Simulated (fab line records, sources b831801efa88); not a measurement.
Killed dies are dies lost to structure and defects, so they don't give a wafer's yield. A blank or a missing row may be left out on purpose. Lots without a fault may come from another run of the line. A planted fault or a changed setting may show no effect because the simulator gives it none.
fab line records | flow gf180mcu
record lots=6 wafers=18 last_day=34
route steps=602 shown DNWELL@38 NWELL@42 LVPWELL@55 MVSD@66 MVPSD@78
lots that met no fault: from a run of the same line without faults
start_h: hours from the record's first day to the start of the lot's first wafer shown | wait_h: hours since the lot's step before | " the same as in the row above | L1.1+2: a row that stands for several wafers | - no value, or no start given | * or withheld: withheld | < > ~ a bound
route shown NAME@n: a module of which the file shows steps, and the number in the route of the first | usual: mean/standard deviation of fault-free wafers | same: alike in all rows | chamber/n: place in a boat | sites: the reading at each site | _std_site: their standard deviation | _edge_site: outer sites' mean less inner sites' | radius_mm: how far each site lies from the wafer's centre | mask NAME#n: copy n | behind: the tool/chamber that last shaped the wafer | hold: why the lot was held/for how many hours/how that ended | device: the transistor (n, p or np) that didn't switch | end of line: the same wafers' tests at the end of the route | a step without rows: its recipe alone | killed: dies lost to structure and defects at the first sort, not the wafer's yield | map: a wafer's dies, x killed, . not, _ none there
set.NAME: the setting as run; set.NAME@STEP: as run at that earlier step | model.NAME: the simulator's own value behind a step, which no gauge read
lots at some steps of the route; a table a step, a row a wafer
services: from which hour (start_h, from the record's first day; less than 0 if before it) a tool's chamber was out of use, for how many hours, and why
## steps
# step GF_DNWELL_DEVELOP_06
# recipe wall_angle_deg=90 develop_time_s=60 dev_temp_c=23
# step GF_DNWELL_IMPLANT_07
# recipe species=P energy_kev=1500 dose_cm2=1e+13 tilt_deg=0
# step GF_DNWELL_STRIP_08
# recipe chemistry=O2/N2 power_w=1400 pressure_mtorr=1500 platen_temp_c=250 o2_flow_sccm=3000 n2_flow_sccm=300 overash_fraction=0.5
# usual drypump_motor_current_A=6.0/0.32 heater_power_w=320/26 oes_product_au=0.722/0.0041 strip_time_to_endpoint_s=36.96/0.12
# columns lot.wafer tool chamber start_h wait_h drypump_motor_current_A heater_power_w oes_product_au rf_hours_counter_h strip_time_to_endpoint_s
L227.2 plasma_asher-04 0 58.15 0.1 5.5 303 0.726 41 36.97
L227.4 " 0 " " 5.5 301 0.717 - 36.98
L227.5 " 0 " " 5.5 307 0.722 - 37.06
L233.1 plasma_asher-01 1 92.45 0.1 6.0 335 0.720 43 36.98
L233.3 " 0 " " 5.8 371 0.724 - 36.97
L233.6 " 1 " " 5.9 331 0.717 - 36.89
L234.2 plasma_asher-01 0 96.39 0.1 5.8 361 0.718 44 36.81
L234.3 " 1 " " 5.9 322 0.720 - 36.73
L234.5 " 1 " " 5.9 319 0.718 - 36.84
L237.2 plasma_asher-03 1 111.88 0.1 6.4 280 0.720 34 36.99
L237.3 " 1 " " 6.4 278 0.727 - 36.84
L237.4 " 0 " " 6.1 336 0.719 - 36.97
L247.1 plasma_asher-01 0 163.93 0.1 5.7 356 0.730 48 37.02
L247.4 " 0 " " 5.8 371 0.724 - 36.86
L247.5 " 0 " " 5.8 366 0.720 - 36.96
L246.1 plasma_asher-04 1 165.28 0.1 6.2 344 0.727 51 36.96
L246.2 " 0 " " 5.5 305 0.729 51 36.88
L246.6 " 1 " " 6.2 344 0.731 - 36.80
# step GF_DNWELL_TW_MEAS_09
# usual DNWELL_TW=1371/27
# columns lot.wafer tool chamber start_h wait_h DNWELL_TW
L227.2 film_metro-01 - 58.26 0.1 1404
L227.4 " - " " 1403
L227.5 " - " " 1403
L233.1 film_metro-04 - 92.55 0.1 1354
L233.3 " - " " 1354
L233.6 " - " " 1359
L234.2 film_metro-01 - 96.50 0.1 1401
L234.3 " - " " 1398
L234.5 " - " " 1397
L237.2 film_metro-04 - 111.99 0.1 1357
L237.3 " - " " 1360
L237.4 " - " " 1359
L247.1 film_metro-03 - 164.03 0.1 1335
L247.4 " - " " 1333
L247.5 " - " " 1328
L246.1 film_metro-01 - 165.38 0.1 1406
L246.2 " - " " 1401
L246.6 " - " " 1399
# step GF_NWELL_DEHYDRATE_00
# recipe temp_c=200 time_s=60
# step GF_NWELL_HMDS_01
# recipe prime_time_s=60 prime_temp_c=120
# step GF_NWELL_COAT_02
# recipe spin_rpm=2000 resist_thk_nm=3000
# step GF_NWELL_SOFTBAKE_03
# recipe temp_c=110 time_s=withheld
# step GF_NWELL_EXPOSE_04
# recipe mask_id=Nwell target_cd_nm=860 na=0.6 source_shape=conventional sigma_outer=0.6 dose_mj=260
# step GF_NWELL_PEB_05
# recipe temp_c=115 time_s=withheld
# step GF_NWELL_DEVELOP_06
# recipe wall_angle_deg=90 develop_time_s=60 dev_temp_c=23
# step GF_NWELL_OVL_MEAS_07
# usual NWELL_OVL=-1.0/1.5
# columns lot.wafer tool chamber start_h wait_h NWELL_OVL[nm]
L227.2 overlay-02 - 71.05 - 0.3
L227.4 " - " " -0.3
L227.5 " - " " -0.1
L233.1 overlay-01 - 106.28 - -1.5
L233.3 " - " " -3.7
L233.6 " - " " -2.7
L234.2 overlay-01 - 110.27 - -1.7
L234.3 " - " " -3.8
L234.5 " - " " -2.9
L237.2 overlay-01 - 125.67 - -2.1
L237.3 " - " " -4.8
L237.4 " - " " -2.6
L247.1 overlay-01 - 180.15 - -2.2
L247.4 " - " " -1.4
L247.5 " - " " -1.7
L246.1 overlay-01 - 181.61 - 0.9
L246.2 " - " " -0.2
L246.6 " - " " 1.5
# step GF_NWELL_IMPLANT_08
# recipe species=P energy_kev=450 dose_cm2=1.5e+13 tilt_deg=0
# usual dose_ions_cm2=1.5001e+13/1.8e+10 faraday_current_uA=85.0/1.8
# columns lot.wafer tool chamber start_h wait_h dose_ions_cm2 faraday_current_uA
L227.2 implanter-04 0 71.11 0.0 1.5005e+13 83.5
L227.4 " 0 " " 1.4994e+13 85.6
L227.5 " 0 " " 1.4982e+13 87.6
L233.1 implanter-03 0 106.32 0.0 1.5014e+13 82.3
L233.3 " 0 " " 1.5031e+13 82.5
L233.6 " 0 " " 1.4998e+13 87.2
L234.2 implanter-01 0 110.32 0.0 1.0311e+13 58.6
L234.3 " 0 " " 1.0315e+13 57.6
L234.5 " 0 " " 1.0296e+13 57.9
L237.2 implanter-01 0 125.72 0.0 1.0303e+13 61.3
L237.3 " 0 " " 1.0277e+13 57.9
L237.4 " 0 " " 1.0275e+13 59.0
L247.1 implanter-01 0 180.18 0.0 1.5015e+13 85.1
L247.4 " 0 " " 1.4992e+13 85.3
L247.5 " 0 " " 1.5003e+13 84.8
L246.1 implanter-01 0 181.65 0.0 1.5013e+13 83.8
L246.2 " 0 " " 1.502e+13 86.0
L246.6 " 0 " " 1.5008e+13 82.5
# step GF_NWELL_IMPLANT_09
# recipe species=P energy_kev=160 dose_cm2=4e+12 tilt_deg=0
# step GF_NWELL_STRIP_10
# recipe chemistry=O2/N2 power_w=1400 pressure_mtorr=1500 platen_temp_c=250 o2_flow_sccm=3000 n2_flow_sccm=300 overash_fraction=0.5
# usual drypump_motor_current_A=6.16/0.26 heater_power_w=331/35 oes_product_au=0.722/0.0043 strip_time_to_endpoint_s=37.00/0.11
# columns lot.wafer tool chamber start_h wait_h drypump_motor_current_A heater_power_w oes_product_au rf_hours_counter_h strip_time_to_endpoint_s
L227.2 plasma_asher-02 0 71.38 0.1 6.08 350 0.722 40 37.04
L227.4 " 0 " " 6.13 346 0.717 - 36.95
L227.5 " 0 " " 6.09 356 0.724 - 36.98
L233.1 plasma_asher-02 0 106.62 0.1 6.20 342 0.721 44 37.09
L233.3 " 1 " " 6.34 384 0.726 - 37.02
L233.6 " 0 " " 6.16 360 0.724 - 37.11
L234.2 plasma_asher-03 1 110.60 0.1 6.44 285 0.727 34 37.11
L234.3 " 1 " " 6.41 280 0.719 - 37.11
L234.5 " 1 " " 6.40 281 0.715 - 37.05
L237.2 plasma_asher-02 0 126.00 0.1 6.02 363 0.720 1 37.00
L237.3 " 1 " " 6.32 384 0.718 - 37.09
L237.4 " 0 " " 6.05 358 0.725 - 36.85
L247.1 plasma_asher-03 0 180.48 0.1 6.09 331 0.728 42 37.05
L247.4 " 1 " " 6.41 285 0.721 - 37.09
L247.5 " 1 " " 6.41 287 0.725 - 37.02
L246.1 plasma_asher-04 1 181.95 0.1 6.16 338 0.721 53 37.03
L246.2 " 0 " " 5.49 306 0.726 53 37.17
L246.6 " 1 " " 6.15 346 0.722 - 37.05
# step GF_NWELL_TW_MEAS_11
# usual NWELL_TW=1574/14
# columns lot.wafer tool chamber start_h wait_h hold NWELL_TW
L227.2 film_metro-03 - 71.49 0.1 - 1555
L227.4 " - " " - 1555
L227.5 " - " " - 1559
L233.1 film_metro-02 - 106.72 0.1 - 1569
L233.3 " - " " - 1565
L233.6 " - " " - 1568
L234.2 film_metro-04 - 110.71 0.1 await_dispo/0.2h/release 1441
L234.3 " - " " await_dispo/0.2h/release 1434
L234.5 " - " " await_dispo/0.2h/release 1423
L234.2 film_metro-04 - 110.94 0.2 - 1435
L234.3 " - " " - 1436
L234.5 " - " " - 1439
L237.2 film_metro-03 - 126.11 0.1 await_dispo/0.2h/release 1404
L237.3 " - " " await_dispo/0.2h/release 1402
L237.4 " - " " await_dispo/0.2h/release 1414
L237.2 film_metro-03 - 126.35 0.2 - 1401
L237.3 " - " " - 1409
L237.4 " - " " - 1404
L247.1 film_metro-03 - 180.58 0.1 - 1553
L247.4 " - " " - 1545
L247.5 " - " " - 1553
L246.1 film_metro-02 - 182.05 0.1 - 1562
L246.2 " - " " - 1574
L246.6 " - " " - 1564
# step GF_LVPWELL_HMDS_01
# recipe prime_time_s=60 prime_temp_c=120
# step GF_LVPWELL_COAT_02
# recipe spin_rpm=2000 resist_thk_nm=3000
# step GF_LVPWELL_SOFTBAKE_03
# recipe temp_c=110 time_s=withheld
# step GF_LVPWELL_EXPOSE_04
# recipe mask_id=LVPWELL target_cd_nm=600 na=0.6 source_shape=conventional sigma_outer=0.6 dose_mj=260
# step GF_LVPWELL_PEB_05
# recipe temp_c=115 time_s=withheld
# step GF_LVPWELL_DEVELOP_06
# recipe wall_angle_deg=90 develop_time_s=60 dev_temp_c=23
# step GF_LVPWELL_OVL_MEAS_07
# usual LVPWELL_OVL=-0.3/1.2
# columns lot.wafer tool chamber start_h wait_h LVPWELL_OVL[nm]
L227.2 overlay-02 - 84.90 - 2.2
L227.4 " - " " 0.8
L227.5 " - " " 2.5
L233.1 overlay-02 - 120.35 - -0.7
L233.3 " - " " -1.0
L233.6 " - " " -0.7
L234.2 overlay-02 - 124.25 - 1.1
L234.3 " - " " 0.7
L234.5 " - " " 0.3
L237.2 overlay-02 - 140.75 - -0.4
L237.3 " - " " -0.3
L237.4 " - " " -1.4
L247.1 overlay-02 - 197.34 - -0.7
L247.4 " - " " 1.3
L247.5 " - " " 0.6
L246.1 overlay-01 - 199.64 - -1.1
L246.2 " - " " -0.5
L246.6 " - " " -0.9
# step GF_LVPWELL_IMPLANT_08
# recipe species=B energy_kev=170 dose_cm2=1.5e+13 tilt_deg=0
# step GF_LVPWELL_IMPLANT_09
# recipe species=B energy_kev=60 dose_cm2=5e+12 tilt_deg=0
# step GF_LVPWELL_STRIP_10
# recipe chemistry=O2/N2 power_w=1400 pressure_mtorr=1500 platen_temp_c=250 o2_flow_sccm=3000 n2_flow_sccm=300 overash_fraction=0.5
# usual drypump_motor_current_A=6.07/0.25 heater_power_w=357/26 oes_product_au=0.723/0.0047 strip_time_to_endpoint_s=36.98/0.11
# columns lot.wafer tool chamber start_h wait_h drypump_motor_current_A heater_power_w oes_product_au rf_hours_counter_h strip_time_to_endpoint_s
L227.2 plasma_asher-01 1 85.23 0.1 5.94 330 0.727 42 37.03
L227.4 " 0 " " 5.79 375 0.721 - 36.97
L227.5 " 0 " " 5.77 367 0.722 - 36.89
L233.1 plasma_asher-02 0 120.68 0.1 6.09 369 0.721 0 36.94
L233.3 " 1 " " 6.34 394 0.731 - 36.99
L233.6 " 0 " " 6.11 361 0.715 - 37.00
L234.2 plasma_asher-02 0 124.58 0.1 6.12 358 0.720 1 36.96
L234.3 " 1 " " 6.34 386 0.720 - 37.09
L234.5 " 0 " " 6.12 358 0.716 - 36.91
L237.2 plasma_asher-02 0 141.08 0.1 6.16 366 0.722 3 36.95
L237.3 " 0 " " 6.12 362 0.721 - 36.93
L237.4 " 1 " " 6.34 378 0.723 - 36.79
L247.1 plasma_asher-02 0 197.68 0.1 6.13 360 0.724 9 36.95
L247.4 " 1 " " 6.36 385 0.727 - 37.05
L247.5 " 0 " " 6.14 369 0.726 - 37.03
L246.1 plasma_asher-01 1 199.98 0.1 5.96 322 0.734 52 36.88
L246.2 " 0 " " 5.82 370 0.727 52 36.87
L246.6 " 0 " " 5.81 368 0.723 - 36.77
# step GF_LVPWELL_TW_MEAS_11
# usual LVPWELL_TW=560/5
# columns lot.wafer tool chamber start_h wait_h LVPWELL_TW
L227.2 film_metro-04 - 85.34 0.1 563
L227.4 " - " " 560
L227.5 " - " " 562
L233.1 film_metro-03 - 120.78 0.1 557
L233.3 " - " " 558
L233.6 " - " " 553
L234.2 film_metro-03 - 124.69 0.1 554
L234.3 " - " " 553
L234.5 " - " " 555
L237.2 film_metro-04 - 141.19 0.1 566
L237.3 " - " " 565
L237.4 " - " " 567
L247.1 film_metro-02 - 197.78 0.1 558
L247.4 " - " " 561
L247.5 " - " " 561
L246.1 film_metro-03 - 200.08 0.1 558
L246.2 " - " " 554
L246.6 " - " " 556
# step GF_MVSD_DEHYDRATE_00
# recipe temp_c=200 time_s=60
# step GF_MVSD_HMDS_01
# recipe prime_time_s=60 prime_temp_c=120
# step GF_MVSD_COAT_02
# recipe spin_rpm=2000 resist_thk_nm=3000
# step GF_MVSD_SOFTBAKE_03
# recipe temp_c=110 time_s=withheld
# step GF_MVSD_EXPOSE_04
# recipe mask_id=MVSD target_cd_nm=1000 na=0.6 source_shape=conventional sigma_outer=0.6 dose_mj=260
# step GF_MVSD_PEB_05
# recipe temp_c=115 time_s=withheld
# step GF_MVSD_DEVELOP_06
# recipe wall_angle_deg=90 develop_time_s=60 dev_temp_c=23
# step GF_MVSD_OVL_MEAS_07
# usual MVSD_OVL=0.2/1.4
# columns lot.wafer tool chamber start_h wait_h MVSD_OVL[nm]
L227.2 overlay-02 - 98.54 - 0.4
L227.4 " - " " 1.3
L227.5 " - " " 0.1
L233.1 overlay-01 - 134.24 - 1.5
L233.3 " - " " 0.1
L233.6 " - " " 0.7
L234.2 overlay-01 - 139.12 - -0.6
L234.3 " - " " 0.5
L234.5 " - " " 0.2
L237.2 overlay-01 - 156.60 - -1.2
L237.3 " - " " -2.5
L237.4 " - " " 0.2
L247.1 overlay-01 - 215.34 - -0.2
L247.4 " - " " -0.9
L247.5 " - " " -0.2
L246.1 overlay-02 - 217.68 - 3.8
L246.2 " - " " 3.3
L246.6 " - " " 2.9
# step GF_MVSD_IMPLANT_08
# recipe species=P energy_kev=400 dose_cm2=1.6e+13 tilt_deg=0
# step GF_MVSD_IMPLANT_09
# recipe species=P energy_kev=100 dose_cm2=5e+12 tilt_deg=0
# step GF_MVSD_STRIP_10
# recipe chemistry=O2/N2 power_w=1400 pressure_mtorr=1500 platen_temp_c=250 o2_flow_sccm=3000 n2_flow_sccm=300 overash_fraction=0.5
# usual drypump_motor_current_A=6.16/0.21 heater_power_w=330/35 oes_product_au=0.722/0.0045 strip_time_to_endpoint_s=37.00/0.11
# columns lot.wafer tool chamber start_h wait_h drypump_motor_current_A heater_power_w oes_product_au rf_hours_counter_h strip_time_to_endpoint_s
L227.2 plasma_asher-02 1 98.87 0.1 6.30 390 0.723 43 36.97
L227.4 " 1 " " 6.34 387 0.719 - 36.92
L227.5 " 1 " " 6.34 392 0.725 - 36.88
L233.1 plasma_asher-03 0 134.58 0.1 6.12 333 0.721 37 37.19
L233.3 " 0 " " 6.18 338 0.720 - 37.18
L233.6 " 0 " " 6.16 321 0.716 - 37.11
L234.2 plasma_asher-02 1 139.45 0.1 6.33 374 0.720 3 37.04
L234.3 " 0 " " 6.09 359 0.720 - 36.90
L234.5 " 0 " " 6.09 361 0.727 - 36.88
L237.2 plasma_asher-03 0 156.93 0.1 6.13 328 0.724 40 37.00
L237.3 " 0 " " 6.11 334 0.728 - 37.13
L237.4 " 1 " " 6.41 289 0.726 - 37.07
L247.1 plasma_asher-03 1 215.68 0.1 6.39 289 0.719 46 36.92
L247.4 " 1 " " 6.41 279 0.736 - 36.89
L247.5 " 1 " " 6.42 275 0.719 - 37.01
L246.1 plasma_asher-01 0 218.02 0.1 5.78 365 0.722 54 36.92
L246.2 " 1 " " 5.94 316 0.720 54 36.90
L246.6 " 0 " " 5.79 370 0.728 - 36.93
# step GF_MVSD_TW_MEAS_11
# usual MVSD_TW=1576/13
# columns lot.wafer tool chamber start_h wait_h MVSD_TW
L227.2 film_metro-03 - 98.98 0.1 1556
L227.4 " - " " 1564
L227.5 " - " " 1560
L233.1 film_metro-02 - 134.68 0.1 1570
L233.3 " - " " 1568
L233.6 " - " " 1578
L234.2 film_metro-04 - 139.56 0.1 1602
L234.3 " - " " 1601
L234.5 " - " " 1598
L237.2 film_metro-03 - 157.04 0.1 1566
L237.3 " - " " 1573
L237.4 " - " " 1567
L247.1 film_metro-02 - 215.78 0.1 1592
L247.4 " - " " 1588
L247.5 " - " " 1578
L246.1 film_metro-02 - 218.12 0.1 1582
L246.2 " - " " 1584
L246.6 " - " " 1583
# step GF_MVPSD_DEHYDRATE_00
# recipe temp_c=200 time_s=60
# step GF_MVPSD_HMDS_01
# recipe prime_time_s=60 prime_temp_c=120
# step GF_VT_IMPLANT_RS_MEAS_47
# recipe thk_meas_gauge=four-point-probe
# usual NWELL_RS=487.9/1.3
# columns lot.wafer tool chamber start_h wait_h hold NWELL_RS[ohm/sq]
L227.2 film_metro-02 - 173.63 0.1 - 488.1
L227.4 " - " " - 488.1
L227.5 " - " " - 488.2
L233.1 film_metro-03 - 218.16 0.1 - 487.8
L233.3 " - " " - 490.5
L233.6 " - " " - 489.5
L234.2 film_metro-03 - 223.82 0.1 await_dispo/0.2h/release 592.9
L234.3 " - " " await_dispo/0.2h/release 594.3
L234.5 " - " " await_dispo/0.2h/release 594.1
L234.2 film_metro-03 - 224.18 0.3 - 592.6
L234.3 " - " " - 593.7
L234.5 " - " " - 593.6
L237.2 film_metro-03 - 245.35 0.1 await_dispo/0.2h/release 593.7
L237.3 " - " " await_dispo/0.2h/release 592.1
L237.4 " - " " await_dispo/0.2h/release 595.3
L237.2 film_metro-03 - 245.71 0.3 - 595.8
L237.3 " - " " - 593.3
L237.4 " - " " - 594.3
L247.1 film_metro-04 - 310.63 0.1 - 489.9
L247.4 " - " " - 490.7
L247.5 " - " " - 489.7
L246.1 film_metro-04 - 313.98 0.1 - 488.7
L246.2 " - " " - 488.9
L246.6 " - " " - 488.1
## services
# columns tool chamber start_h hours kind
implanter-04 - 36.48 2.4 repair
implanter-04 - 38.71 3.0 repair
plasma_asher-03 - 62.74 5.3 repair
implanter-04 - 85.26 4.5 pm
plasma_asher-04 - 87.21 23.7 pm
plasma_asher-02 - 108.75 9.0 pm
plasma_asher-02 0 108.75 9.0 vent_cycle
plasma_asher-02 1 108.75 9.0 vent_cycle
plasma_asher-02 0 117.75 - clean
plasma_asher-02 1 117.75 - clean
plasma_asher-01 - 120.05 15.5 repair
implanter-04 - 134.91 2.5 repair
plasma_asher-01 - 135.32 14.1 repair
implanter-01 - 167.32 3.6 pm
plasma_asher-02 - 174.00 0.7 repair
plasma_asher-02 - 185.70 0.8 repair
plasma_asher-04 - 192.92 4.8 repair
implanter-04 - 217.80 0.7 repair
## key
first_sign step=GF_NWELL_IMPLANT_08 reading=dose_ions_cm2 direction=down sigmas=99+ usual=1.5001e+13 struck=1.0296e+13
effect step=GF_NWELL_IMPLANT_08 reading=faraday_current_uA direction=down sigmas=15 usual=85.0 struck=58.7
effect step=GF_NWELL_TW_MEAS_11 reading=visit direction=added
effect step=GF_NWELL_TW_MEAS_11 reading=NWELL_TW direction=down sigmas=11 usual=1574 struck=1420
effect step=GF_VT_IMPLANT_RS_MEAS_47 reading=NWELL_RS direction=up sigmas=81 usual=487.9 struck=593.7
met_at GF_NWELL_IMPLANT_08
struck_wafers L234.2,L234.3,L234.5,L237.2,L237.3,L237.4
scrapped_behind GF_VT_IMPLANT_RS_MEAS_47 L234.2,L234.3,L234.5,L237.2,L237.3,L237.4
fault kind=process_parameter_drift tool=implanter-01 chamber=- onset_h=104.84 steps=GF_NWELL_IMPLANT_08 channel=dose_cm2 offset=-4.6977e+12 shape=step end_h=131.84 acts_in=these_recipes_only stated=1.5e+13
